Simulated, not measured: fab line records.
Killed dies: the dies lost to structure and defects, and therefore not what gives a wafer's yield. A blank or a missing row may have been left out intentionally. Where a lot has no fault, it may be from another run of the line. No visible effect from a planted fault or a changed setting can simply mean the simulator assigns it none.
Chamber matching / flow gf180mcu / GF_STI_ETCH_13 on rieDiel-04: 4 sister chambers
The step etches the open film in CHF3/O2, stops on Si, target depth 282.31 nm, time 112.9 s. 14 wafers are shown with their chamber, then 7 later ones without.

== EACH WAFER AND ITS CHAMBER ==
wafer=L074.3; chamber=3; drypumpMotorCurrentA (A)=4.9; biasW (W)=200.1; oesProductAu (a.u.)=0.825
wafer=L074.4; chamber=0; drypumpMotorCurrentA (A)=5.1; biasW (W)=199.5; oesProductAu (a.u.)=0.820
wafer=L074.6; chamber=2; drypumpMotorCurrentA (A)=5.4; biasW (W)=199.8; oesProductAu (a.u.)=0.826
wafer=L077.2; chamber=3; drypumpMotorCurrentA (A)=4.9; biasW (W)=199.9; oesProductAu (a.u.)=0.838
wafer=L077.3; chamber=1; drypumpMotorCurrentA (A)=5.3; biasW (W)=200.7; oesProductAu (a.u.)=0.840
wafer=L077.5; chamber=1; drypumpMotorCurrentA (A)=5.3; biasW (W)=200.3; oesProductAu (a.u.)=0.836
wafer=L082.1; chamber=1; drypumpMotorCurrentA (A)=5.2; biasW (W)=199.8; oesProductAu (a.u.)=0.836
wafer=L082.4; chamber=0; drypumpMotorCurrentA (A)=5.0; biasW (W)=199.5; oesProductAu (a.u.)=0.845
wafer=L082.5; chamber=3; drypumpMotorCurrentA (A)=4.9; biasW (W)=199.8; oesProductAu (a.u.)=0.836
wafer=L086.1; chamber=3; drypumpMotorCurrentA (A)=4.9; biasW (W)=199.4; oesProductAu (a.u.)=0.839
wafer=L086.2; chamber=2; drypumpMotorCurrentA (A)=5.4; biasW (W)=200.2; oesProductAu (a.u.)=0.834
wafer=L086.6; chamber=0; drypumpMotorCurrentA (A)=5.1; biasW (W)=200.0; oesProductAu (a.u.)=0.834
wafer=L089.2; chamber=2; drypumpMotorCurrentA (A)=5.4; biasW (W)=198.9; oesProductAu (a.u.)=0.836
wafer=L089.4; chamber=0; drypumpMotorCurrentA (A)=5.1; biasW (W)=198.9; oesProductAu (a.u.)=0.841

SIGNATURES (means of the wafers above)
reading=drypumpMotorCurrentA; chamber 0=5.075; chamber 1=5.267; chamber 2=5.400; chamber 3=4.900; scatter within a chamber=0.0376
reading=biasW; chamber 0=199.475; chamber 1=200.267; chamber 2=199.633; chamber 3=199.800; scatter within a chamber=0.465
reading=oesProductAu; chamber 0=0.83500; chamber 1=0.83733; chamber 2=0.83200; chamber 3=0.83450; scatter within a chamber=0.00744
Rule: a wafer's distance from a chamber is the root of the sum, over the readings, of the square of ((its reading less the chamber's mean) divided by the reading's scatter). If the next closest chamber is less than 2 further off than the closest, the wafer can't be placed; otherwise it belongs to the closest. The scatter: the root of (the sum of the squares of (reading less its chamber's mean) over the shown wafers, divided by (wafers less chambers)).

== WAFERS WHOSE CHAMBER IS MISSING ==
wafer=L089.5; drypumpMotorCurrentA (A)=5.4; biasW (W)=198.6; oesProductAu (a.u.)=0.837
wafer=L095.2; drypumpMotorCurrentA (A)=5.2; biasW (W)=199.7; oesProductAu (a.u.)=0.831
wafer=L095.4; drypumpMotorCurrentA (A)=4.9; biasW (W)=200.1; oesProductAu (a.u.)=0.840
wafer=L095.5; drypumpMotorCurrentA (A)=4.9; biasW (W)=199.9; oesProductAu (a.u.)=0.831
wafer=L096.2; drypumpMotorCurrentA (A)=5.3; biasW (W)=200.2; oesProductAu (a.u.)=0.843
wafer=L096.4; drypumpMotorCurrentA (A)=4.9; biasW (W)=199.2; oesProductAu (a.u.)=0.844
wafer=L096.5; drypumpMotorCurrentA (A)=5.1; biasW (W)=200.2; oesProductAu (a.u.)=0.833

== WHICH CHAMBER EACH ONE RAN IN ==
wafer=L089.5; from the rows above=2; in truth=2
wafer=L095.2; from the rows above=can't be placed: 1 or 0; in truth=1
wafer=L095.4; from the rows above=3; in truth=3
wafer=L095.5; from the rows above=3; in truth=3
wafer=L096.2; from the rows above=1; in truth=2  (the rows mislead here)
wafer=L096.4; from the rows above=3; in truth=3
wafer=L096.5; from the rows above=0; in truth=0
5 of 7 placed correctly. From these rows, 1 cannot be placed; in 1 the true chamber is one of the candidates. Wrongly placed: 1.
